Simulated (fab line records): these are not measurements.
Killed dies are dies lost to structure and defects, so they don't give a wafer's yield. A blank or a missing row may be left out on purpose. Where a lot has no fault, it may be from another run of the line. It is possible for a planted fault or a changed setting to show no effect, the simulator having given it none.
Which tool is to blame? -- flow sky130 -- route of 708 steps, sampled at 1 step: 10 lots, 30 wafers

WHAT THE GAUGES SHOWED, per wafer
SKY_LOCAL_INTERCONNECT_CD_MEAS_11 targets a cd of 170 nm. Usual: 170.0 nm for cd-nm, sd 1.5.
lot,measured,on,cd-nm (nm),flag
L918,day 30 08:56,cd-sem-01,170.2 170.2 170.8,
L919,day 31 03:38,cd-sem-01,168.7 169.8 170.9,
L923,day 32 06:38,cd-sem-02,169.6 169.7 169.2,
L925,day 32 16:01,cd-sem-01,167.4 165.7 168.2,
L926,day 32 20:28,cd-sem-02,169.9 169.7 169.5,
L930,day 34 00:43,cd-sem-02,172.9 173.2 173.3,
L932,day 34 17:59,cd-sem-01,170.1 169.5 169.3,
L938,day 36 17:29,cd-sem-01,169.5 169.3 170.3,
L939,day 37 02:47,cd-sem-02,169.4 168.5 167.9,
L941,day 37 15:31,cd-sem-02,170.7 171.4 171.0,

WHICH TOOL RAN EACH LOT (tool, then ch and the chambers of the sampled wafers, then the start)
No process step before these readings appears in the record.

WHAT THE TOOLS THEMSELVES READ (means of the sampled wafers that have a number; where no wafer has one, the mark that the record gives instead)
The record holds no such reading with a usual standard deviation.

THE ANSWER, worked out from the rows above alone
Rule: a lot counts as off when the mean over its wafers that have a number is more than 3 standard deviations away from the usual mean. A lot without any number at a reading at which 4 lots or more have one is off too. Where the step has rows for the other lots, those lots are counted as sound. First the gauges in route order, then the tools' own readings, where a lot's mean is used as printed above. The first step at which some lot is off is used, and at that step the reading that is off furthest; a lot without a number counts as furthest.
Nothing can be told from this: no lot is off at any reading shown.

WHAT HAD BEEN PUT IN BY THE SIMULATOR
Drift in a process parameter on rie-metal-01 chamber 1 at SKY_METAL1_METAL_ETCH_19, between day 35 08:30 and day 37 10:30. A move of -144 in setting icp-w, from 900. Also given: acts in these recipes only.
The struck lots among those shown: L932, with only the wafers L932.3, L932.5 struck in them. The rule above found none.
